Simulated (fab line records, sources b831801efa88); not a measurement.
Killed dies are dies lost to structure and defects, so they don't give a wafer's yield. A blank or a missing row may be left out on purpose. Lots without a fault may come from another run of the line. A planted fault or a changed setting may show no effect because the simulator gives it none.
fab line records | flow sky130
record lots=10 wafers=27 last_day=50
route steps=708 shown SD_P@330 LOCAL_INTERCONNECT@387 CONTACT@422 PAD_OPEN@708
lots that met no fault: from a run of the same line without faults
start_h: hours from the record's first day to the start of the lot's first wafer shown | wait_h: hours since the lot's step before | " the same as in the row above | L1.1+2: a row that stands for several wafers | - no value, or no start given | * or withheld: withheld | < > ~ a bound
route shown NAME@n: a module of which the file shows steps, and the number in the route of the first | usual: mean/standard deviation of fault-free wafers | same: alike in all rows | chamber/n: place in a boat | sites: the reading at each site | _std_site: their standard deviation | _edge_site: outer sites' mean less inner sites' | radius_mm: how far each site lies from the wafer's centre | mask NAME#n: copy n | behind: the tool/chamber that last shaped the wafer | hold: why the lot was held/for how many hours/how that ended | device: the transistor (n, p or np) that didn't switch | end of line: the same wafers' tests at the end of the route | a step without rows: its recipe alone | killed: dies lost to structure and defects at the first sort, not the wafer's yield | map: a wafer's dies, x killed, . not, _ none there
set.NAME: the setting as run; set.NAME@STEP: as run at that earlier step | model.NAME: the simulator's own value behind a step, which no gauge read
steps of the route over a sample of lots; a table a step, a row a wafer
services: from which hour (start_h, from the record's first day; less than 0 if before it) a tool's chamber was out of use, for how many hours, and why
## steps
# step SKY_SD_P_STRIP_10
# recipe chemistry=O2/N2 power_w=1400 pressure_mtorr=1500 platen_temp_c=withheld o2_flow_sccm=3000 n2_flow_sccm=300 overash_fraction=0.5
# usual drypump_motor_current_A=5.48/0.21 n2_flow_sccm=300.0/0.99 oes_product_au=0.617/0.0043 strip_time_to_endpoint_s=17.49/0.037
# same overash_fraction=0.5
# columns lot.wafer tool chamber start_h wait_h drypump_motor_current_A n2_flow_sccm oes_product_au rf_hours_counter_h strip_time_to_endpoint_s
L420.1 plasma_asher-01 0 589.86 0.1 5.47 299.4 0.617 17 17.48
L420.3 " 1 " " 5.22 301.9 0.617 - 17.48
L420.6 " 1 " " 5.23 302.0 0.615 - 17.52
L425.2 plasma_asher-02 1 639.50 0.1 5.52 301.0 0.613 50 17.45
L425.5 " 1 " " 5.53 300.2 0.615 - 17.43
L427.2 plasma_asher-01 1 648.81 0.1 5.20 300.4 0.620 22 17.53
L427.5 " 1 " " 5.22 299.9 0.621 - 17.55
L430.2 plasma_asher-01 1 681.34 0.1 5.21 300.3 0.619 25 17.53
L430.5 " 1 " " 5.24 302.7 0.613 - 17.51
L434.1 plasma_asher-01 0 713.50 0.1 5.49 300.8 0.620 29 17.48
L434.2 " 1 " " 5.19 300.1 0.611 29 17.50
L434.3 " 0 " " 5.49 299.9 0.622 - 17.46
L435.4 plasma_asher-03 1 748.77 0.1 5.94 300.3 0.613 - 17.43
L435.5 " 0 " " 5.42 299.2 0.618 - 17.48
L435.6 " 1 " " 5.95 300.2 0.623 - 17.49
L439.3 plasma_asher-01 0 756.64 0.1 5.48 300.4 0.623 - 17.57
L439.4 " 1 " " 5.22 301.0 0.623 - 17.54
L439.6 " 1 " " 5.22 299.4 0.616 - 17.52
L437.3 plasma_asher-03 1 759.14 0.1 5.96 299.2 0.621 - 17.54
L437.4 " 0 " " 5.45 298.8 0.615 - 17.48
L437.5 " 0 " " 5.44 300.9 0.621 - 17.50
L440.1 plasma_asher-02 0 763.40 0.1 5.48 299.1 0.621 63 17.57
L440.4 " 0 " " 5.48 298.8 0.613 - 17.55
L440.5 " 1 " " 5.54 301.0 0.621 - 17.51
L442.3 plasma_asher-02 0 780.46 0.1 5.46 299.6 0.616 - 17.45
L442.5 " 0 " " 5.48 299.4 0.609 - 17.48
L442.6 " 1 " " 5.52 300.2 0.619 - 17.47
# step SKY_LOCAL_INTERCONNECT_SPUTTER_00
# recipe material=TiN target_thk_nm=100 temp_c=300 power_w=6500 time_s=83.3 chamber_pressure_pa=0.4
# usual throttle_valve_pct=30.1/0.62
# columns lot.wafer tool chamber start_h wait_h throttle_valve_pct
L420.1 pvd_sputter-04 - 680.05 0.1 31.3
L420.3 " - " " 28.9
L420.6 " - " " 29.9
L425.2 pvd_sputter-04 - 728.07 0.2 29.5
L425.5 " - " " 29.1
L427.2 pvd_sputter-04 - 735.29 0.1 29.5
L427.5 " - " " 31.2
L430.2 pvd_sputter-04 - 767.47 0.2 29.0
L430.5 " - " " 29.2
L434.1 pvd_sputter-01 - 798.24 0.2 29.9
L434.2 " - " " 31.1
L434.3 " - " " 30.5
L435.4 pvd_sputter-03 - 829.98 0.2 30.4
L435.5 " - " " 30.7
L435.6 " - " " 29.6
L439.3 pvd_sputter-01 - 839.55 0.2 31.1
L439.4 " - " " 29.9
L439.6 " - " " 30.8
L437.3 pvd_sputter-01 - 841.22 0.1 30.9
L437.4 " - " " 29.8
L437.5 " - " " 29.7
L440.1 pvd_sputter-04 - 844.75 0.2 29.3
L440.4 " - " " 29.1
L440.5 " - " " 29.6
L442.3 pvd_sputter-03 - 860.53 0.1 30.7
L442.5 " - " " 30.5
L442.6 " - " " 30.5
# step SKY_LOCAL_INTERCONNECT_RS_MEAS_01
# recipe thk_meas_gauge=four-point-probe reads=TiN_of_LOCAL_INTERCONNECT_SPUTTER_00
# usual LOCAL_INTERCONNECT_TIN_RS=14.26/0.2
# columns lot.wafer tool chamber start_h wait_h LOCAL_INTERCONNECT_TIN_RS[ohm/sq]
L420.1 film_metro-03 - 680.12 0.0 14.47
L420.3 " - " " 14.30
L420.6 " - " " 14.35
L425.2 film_metro-03 - 728.16 0.1 14.59
L425.5 " - " " 12.50
L427.2 film_metro-04 - 735.37 0.1 14.34
L427.5 " - " " 12.51
L430.2 film_metro-02 - 767.55 0.1 14.31
L430.5 " - " " 12.36
L434.1 film_metro-03 - 798.30 0.0 14.11
L434.2 " - " " 13.95
L434.3 " - " " 14.30
L435.4 film_metro-02 - 830.11 0.1 14.25
L435.5 " - " " 14.20
L435.6 " - " " 14.16
L439.3 film_metro-02 - 839.66 0.1 13.89
L439.4 " - " " 14.24
L439.6 " - " " 13.80
L437.3 film_metro-03 - 841.32 0.1 14.00
L437.4 " - " " 14.41
L437.5 " - " " 14.49
L440.1 film_metro-03 - 844.82 0.0 14.54
L440.4 " - " " 14.40
L440.5 " - " " 14.42
L442.3 film_metro-03 - 860.63 0.1 14.14
L442.5 " - " " 14.00
L442.6 " - " " 14.37
# step SKY_LOCAL_INTERCONNECT_THK_MEAS_02
# recipe thk_meas_gauge=xrf reads=TiN_of_LOCAL_INTERCONNECT_SPUTTER_00
# usual LOCAL_INTERCONNECT_TIN_THK=99.5/1.3
# columns lot.wafer tool chamber start_h wait_h LOCAL_INTERCONNECT_TIN_THK[nm]
L420.1 film_metro-03 - 680.24 0.1 98.3
L420.3 " - " " 98.9
L420.6 " - " " 99.0
L425.2 film_metro-03 - 728.27 0.1 97.6
L425.5 " - " " 112.8
L427.2 film_metro-04 - 735.48 0.1 99.1
L427.5 " - " " 112.9
L430.2 film_metro-02 - 767.66 0.1 98.9
L430.5 " - " " 113.8
L434.1 film_metro-03 - 798.42 0.1 101.1
L434.2 " - " " 102.3
L434.3 " - " " 100.0
L435.4 film_metro-02 - 830.20 0.1 98.9
L435.5 " - " " 99.1
L435.6 " - " " 99.4
L439.3 film_metro-02 - 839.76 0.1 101.6
L439.4 " - " " 99.2
L439.6 " - " " 101.5
L437.3 film_metro-03 - 841.42 0.1 101.4
L437.4 " - " " 98.7
L437.5 " - " " 97.8
L440.1 film_metro-03 - 844.94 0.1 97.4
L440.4 " - " " 98.2
L440.5 " - " " 98.8
L442.3 film_metro-03 - 860.73 0.1 100.7
L442.5 " - " " 101.4
L442.6 " - " " 99.1
# step SKY_LOCAL_INTERCONNECT_METAL_ETCH_14
# recipe target_depth_nm=110 stop_on=PSG chemistry=Cl2/BCl3 target=TiN resist_sidewall_deg=88 pressure_mtorr=10 icp_w=900 bias_w=48.5 Cl2_flow_sccm=60 bcl3_flow_sccm=30 time_s=31.4
# usual bias_w=48.49/0.14 drypump_motor_current_A=5.6/0.33 oes_product_au=0.938/0.0089 throttle_valve_pct=21.904/0.0098
# columns lot.wafer tool chamber start_h wait_h bias_w drypump_motor_current_A oes_product_au rf_hours_counter_h throttle_valve_pct
L420.1 rie_metal-03 0 708.61 0.1 48.54 6.0 0.929 4 21.921
L420.3 " 0 " " 48.33 6.0 0.934 - 21.916
L420.6 " 0 " " 48.50 6.0 0.937 - 21.901
L425.2 rie_metal-01 0 755.62 0.0 48.68 5.3 0.928 10 21.913
L425.5 " 1 " " 48.39 6.0 0.974 - 21.880
L427.2 rie_metal-04 1 763.01 0.0 48.60 5.2 0.932 2 21.894
L427.5 " 1 " " 48.62 5.2 0.987 - 21.862
L430.2 rie_metal-01 1 794.86 0.0 48.62 6.0 0.931 6 21.907
L430.5 " 0 " " 48.64 5.3 1.010 - 21.857
L434.1 rie_metal-01 0 825.46 0.0 48.32 5.3 0.944 12 21.899
L434.2 " 1 " " 48.52 6.0 0.948 7 21.891
L434.3 " 0 " " 48.40 5.3 0.932 - 21.921
L435.4 rie_metal-01 0 854.47 0.0 48.25 5.3 0.934 - 21.911
L435.5 " 1 " " 48.44 6.0 0.932 - 21.908
L435.6 " 0 " " 48.26 5.3 0.942 - 21.898
L439.3 rie_metal-03 1 864.48 0.0 48.32 5.3 0.951 - 21.896
L439.4 " 0 " " 48.34 6.0 0.936 - 21.911
L439.6 " 1 " " 48.27 5.3 0.954 - 21.884
L437.3 rie_metal-04 0 867.03 0.0 48.07 5.7 0.957 - 21.893
L437.4 " 1 " " 48.38 5.2 0.930 - 21.906
L437.5 " 0 " " 48.17 5.7 0.931 - 21.910
L440.1 rie_metal-04 0 871.10 0.0 48.59 5.7 0.922 4 21.907
L440.4 " 1 " " 48.45 5.2 0.927 - 21.895
L440.5 " 1 " " 48.55 5.2 0.932 - 21.911
L442.3 rie_metal-03 1 886.87 0.0 48.60 5.3 0.944 - 21.890
L442.5 " 0 " " 48.49 6.0 0.953 - 21.898
L442.6 " 1 " " 48.61 5.3 0.931 - 21.905
# step SKY_CONTACT_ETCH_16
# recipe chemistry=N2/H2 target=BARC ion_energy_ev=200 source_w=500 bias_w=100 pressure_mtorr=30 n2_flow_sccm=100 h2_flow_sccm=200 stop_on=SiO2 time_s=45.9 target_depth_a=600
# usual bias_w=100.00/0.29 drypump_motor_current_A=5.5/0.34 n2_flow_sccm=99.99/0.3 oes_product_au=0.855/0.0046 throttle_valve_pct=13.224/0.0098
# columns lot.wafer tool chamber start_h wait_h bias_w drypump_motor_current_A n2_flow_sccm oes_product_au rf_hours_counter_h throttle_valve_pct
L420.1 rie_diel-02 3 738.21 0.0 100.07 5.1 99.94 0.859 20 13.223
L420.3 " 0 " " 100.08 5.9 99.96 0.858 19 13.203
L420.6 " 0 " " 100.06 6.0 99.73 0.852 - 13.211
L425.2 rie_diel-03 2 783.11 0.0 99.82 5.2 99.87 0.860 4 13.235
L427.2 rie_diel-03 2 790.91 0.0 100.34 5.2 100.09 0.848 4 13.230
L430.2 rie_diel-02 1 822.36 0.0 100.29 6.0 100.42 0.859 14 13.212
L430.5 " 2 " " 100.43 5.9 99.86 0.861 - 13.227
L434.1 rie_diel-04 2 851.81 0.0 99.62 5.5 100.25 0.848 11 13.221
L434.2 " 0 " " 99.66 5.0 100.53 0.854 8 13.227
L434.3 " 1 " " 99.78 5.8 99.73 0.849 11 13.221
L435.4 rie_diel-04 3 881.51 0.0 100.49 5.2 100.59 0.853 13 13.217
L435.5 " 2 " " 100.11 5.6 100.44 0.858 - 13.212
L435.6 " 1 " " 100.01 5.8 100.21 0.854 - 13.230
L439.3 rie_diel-04 0 891.36 0.0 99.99 5.0 99.67 0.849 9 13.227
L439.4 " 1 " " 100.04 5.8 99.82 0.863 12 13.240
L439.6 " 0 " " 100.24 5.0 100.12 0.854 - 13.219
L437.3 rie_diel-02 2 893.90 0.0 99.94 5.9 100.08 0.857 24 13.231
L437.4 " 1 " " 100.04 6.0 100.16 0.855 17 13.235
L437.5 " 0 " " 99.92 6.0 100.27 0.860 - 13.240
L440.1 rie_diel-04 3 897.81 0.0 99.95 5.2 99.93 0.856 13 13.230
L440.4 " 1 " " 100.26 5.8 100.14 0.862 12 13.227
L440.5 " 3 " " 99.93 5.2 100.20 0.857 - 13.227
L442.3 rie_diel-04 1 913.21 0.0 99.94 5.8 99.76 0.852 13 13.209
L442.5 " 1 " " 99.47 5.8 99.60 0.858 - 13.221
L442.6 " 2 " " 100.59 5.6 99.86 0.849 - 13.231
# step SKY_CONTACT_ETCH_17
# recipe target=SiO2 chemistry=C4F8/O2/Ar stop_on=Si3N4 mask_material=KrF-thick source_w=1500 bias_w=1200 pressure_mtorr=40 c4f8_flow_sccm=withheld O2_flow_sccm=6 Ar_flow_sccm=300 time_s=withheld target_depth_a=3400
# usual bias_w=1200/3.8 oes_product_au=0.892/0.0053
# columns lot.wafer tool chamber start_h wait_h bias_w oes_product_au
L420.1 rie_diel-02 3 738.25 0.0 1201 0.889
L420.3 " 0 " " 1197 0.894
L420.6 " 0 " " 1194 0.891
L425.2 rie_diel-03 2 783.15 0.0 1204 0.894
L427.2 rie_diel-03 2 790.95 0.0 1202 0.903
L430.2 rie_diel-02 1 822.40 0.0 1200 0.887
L430.5 " 2 " " 1197 0.890
L434.1 rie_diel-04 2 851.85 0.0 1191 0.901
L434.2 " 0 " " 1194 0.892
L434.3 " 1 " " 1198 0.896
L435.4 rie_diel-04 3 881.55 0.0 1201 0.883
L435.5 " 2 " " 1198 0.884
L435.6 " 1 " " 1204 0.891
L439.3 rie_diel-04 0 891.40 0.0 1198 0.889
L439.4 " 1 " " 1195 0.899
L439.6 " 0 " " 1201 0.887
L437.3 rie_diel-02 2 893.94 0.0 1202 0.897
L437.4 " 1 " " 1195 0.889
L437.5 " 0 " " 1198 0.883
L440.1 rie_diel-04 3 897.85 0.0 1203 0.896
L440.4 " 1 " " 1195 0.889
L440.5 " 3 " " 1204 0.898
L442.3 rie_diel-04 1 913.25 0.0 1200 0.899
L442.5 " 1 " " 1205 0.887
L442.6 " 2 " " 1194 0.896
# step SKY_PAD_OPEN_PROBE_99
# usual killed_at_M0_to_M3=44/6.9 killed_at_M4_up=3.2/1.8 killed_at_contacts=23/5.2 killed_at_front_end=15/4.5 killed_at_other=0.3/0.56 killed_dies=85/8.8 killed_on_rim=17/3.5 killed_open=47/6.7 killed_short=39/6.4
# same gross_dies=492 killed_at_back_side=0
# columns lot.wafer tool chamber start_h wait_h killed_at_M0_to_M3 killed_at_M4_up killed_at_contacts killed_at_front_end killed_at_other killed_dies killed_on_rim killed_open killed_short
L425.2 prober-02 - 1109.85 0.1 57 5 23 10 3 98 24 54 44
L425.5 prober-02 - 1110.00 0.2 47 3 428 12 0 490 96 48 46
L427.2 prober-01 - 1117.35 0.1 48 2 22 16 1 89 18 52 37
L427.5 prober-01 - 1117.50 0.2 34 1 343 16 1 395 77 45 37
L430.2 prober-01 - 1140.58 0.1 50 3 22 14 0 89 18 50 39
L430.5 prober-01 - 1140.73 0.2 41 3 64 25 0 133 39 44 50
L439.3 prober-01 - 1185.93 0.2 48 3 29 19 0 99 22 58 41
L439.4 prober-01 - 1185.98 0.2 48 2 25 19 1 95 17 49 46
L439.6 prober-01 - 1186.08 0.2 45 7 27 16 0 95 17 55 40
# killed by level:class
L425.2 CONTACT:geometric_particle:open=12 VIA1:geometric_particle:open=10 VIA3:geometric_particle:open=10 VIA1:geometric_particle:short=7 METAL1:geometric_particle:short=7 METAL2:geometric_particle:short=7 CONTACT:geometric_particle:short=6 VIA2:geometric_particle:open=5
L425.5 LOCAL_INTERCONNECT:area_etch=396 CONTACT:geometric_particle:open=13 METAL1:geometric_particle:short=9 VIA2:geometric_particle:open=9 LI_CONTACT:geometric_particle:open=8 VIA1:geometric_particle:open=7 FIELD_ISO:geometric_particle:short=6 METAL2:geometric_particle:short=6
L427.2 VIA1:geometric_particle:open=10 CONTACT:geometric_particle:open=9 VIA2:geometric_particle:open=8 LI_CONTACT:geometric_particle:open=7 METAL1:geometric_particle:short=6 POLY_GATE:geometric_particle:open=5 METAL3:geometric_particle:short=5 FIELD_ISO:geometric_particle:open=4
L427.5 LOCAL_INTERCONNECT:area_etch=313 VIA1:geometric_particle:open=10 LI_CONTACT:geometric_particle:open=9 CONTACT:geometric_particle:open=8 FIELD_ISO:geometric_particle:short=6 POLY_GATE:geometric_particle:open=5 CONTACT:geometric_particle:short=5 VIA3:geometric_particle:open=5
L430.2 CONTACT:geometric_particle:open=13 VIA1:geometric_particle:open=10 METAL1:geometric_particle:short=7 VIA1:geometric_particle:short=7 VIA3:geometric_particle:open=7 METAL2:geometric_particle:short=6 POLY_GATE:geometric_particle:open=5 FIELD_ISO:geometric_particle:open=4
L430.5 LOCAL_INTERCONNECT:area_etch=39 VIA1:geometric_particle:open=9 FIELD_ISO:geometric_particle:short=8 CONTACT:geometric_particle:open=8 VIA2:geometric_particle:short=8 LI_CONTACT:geometric_particle:open=7 METAL2:geometric_particle:short=7 VIA3:geometric_particle:open=5
L439.3 CONTACT:geometric_particle:open=13 VIA2:geometric_particle:open=9 POLY_GATE:geometric_particle:open=7 LOCAL_INTERCONNECT:geometric_particle:short=7 VIA3:geometric_particle:open=7 METAL3:geometric_particle:short=7 VIA1:geometric_particle:open=6 POLY_GATE:geometric_particle:short=4
L439.4 VIA2:geometric_particle:open=10 VIA1:geometric_particle:open=7 METAL1:geometric_particle:short=7 VIA3:geometric_particle:open=7 LI_CONTACT:geometric_particle:open=6 CONTACT:geometric_particle:open=6 FIELD_ISO:geometric_particle:short=5 POLY_GATE:geometric_particle:open=5
L439.6 VIA2:geometric_particle:open=13 VIA1:geometric_particle:open=12 CONTACT:geometric_particle:open=9 LOCAL_INTERCONNECT:geometric_particle:short=8 CONTACT:geometric_particle:short=6 VIA3:geometric_particle:open=6 FIELD_ISO:geometric_particle:open=4 FIELD_ISO:geometric_particle:short=4
## services
# columns tool chamber start_h hours kind
rie_diel-04 - 585.84 12.9 repair
rie_metal-03 - 587.67 0.8 repair
rie_metal-03 0 609.37 2.7 repair
rie_diel-04 - 612.57 1.9 repair
rie_diel-02 1 613.84 1.4 repair
rie_diel-02 - 620.62 0.6 repair
rie_diel-04 3 630.96 13.0 repair
plasma_asher-01 - 640.96 1.7 repair
rie_diel-04 2 646.61 16.7 repair
rie_metal-01 0 661.34 11.9 repair
plasma_asher-01 - 664.20 0.3 repair
rie_diel-02 - 674.55 2.8 pm
plasma_asher-01 - 676.96 2.5 repair
pvd_sputter-04 - 696.49 5.1 repair
pvd_sputter-01 - 720.75 5.1 repair
rie_diel-04 - 738.99 0.9 repair
rie_diel-02 - 774.47 4.3 pm
rie_diel-02 - 780.49 1.0 repair
rie_metal-01 - 798.41 1.7 repair
rie_diel-02 3 814.48 7.2 repair
rie_diel-04 2 821.85 2.5 repair
rie_metal-01 - 843.10 0.1 repair
plasma_asher-01 - 854.19 14.6 pm
rie_diel-02 - 884.57 0.9 repair
## key
first_sign step=SKY_LOCAL_INTERCONNECT_RS_MEAS_01 reading=LOCAL_INTERCONNECT_TIN_RS direction=down sigmas=9 usual=14.26 struck=12.46
effect step=SKY_LOCAL_INTERCONNECT_THK_MEAS_02 reading=LOCAL_INTERCONNECT_TIN_THK direction=up sigmas=10 usual=99.5 struck=113.2
effect step=SKY_LOCAL_INTERCONNECT_METAL_ETCH_14 reading=oes_product_au direction=up sigmas=5.9 usual=0.938 struck=0.991
effect step=SKY_PAD_OPEN_PROBE_99 reading=killed_at_contacts direction=up sigmas=49 usual=23 struck=278
more_kills_born_at SKY_LOCAL_INTERCONNECT_METAL_ETCH_14@rie_metal-01=435 SKY_LOCAL_INTERCONNECT_METAL_ETCH_14@rie_metal-04=313
met_at SKY_LOCAL_INTERCONNECT_SPUTTER_00
struck_lots L425,L427,L430
struck_wafers L425.5,L427.5,L430.5
later_rows_left_out L425.5,L427.5
tester_left_out L425,L427,L430
not_acting_at SKY_SD_P_STRIP_10,SKY_CONTACT_ETCH_16,SKY_CONTACT_ETCH_17
onset_between 680.05 728.07
fault kind=process_parameter_drift tool=pvd_sputter-04 chamber=- onset_h=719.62 steps=SKY_LOCAL_INTERCONNECT_SPUTTER_00 channel=target_thk_nm offset=14.021 shape=step end_h=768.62 scope=struck_wafers_only acts_in=these_recipes_only stated=100
# tester_left_out: of these lots the tester's yield and bins aren't shown, on N5 and GAA mostly nor the transistor test; their killed dies are dies lost to structure and defects alone, not to doping, threshold or leakage, so they don't give the yield
# later_rows_left_out: the simulator's readings of these wafers behind a module that went badly wrong aren't trusted and aren't shown, but for the sort
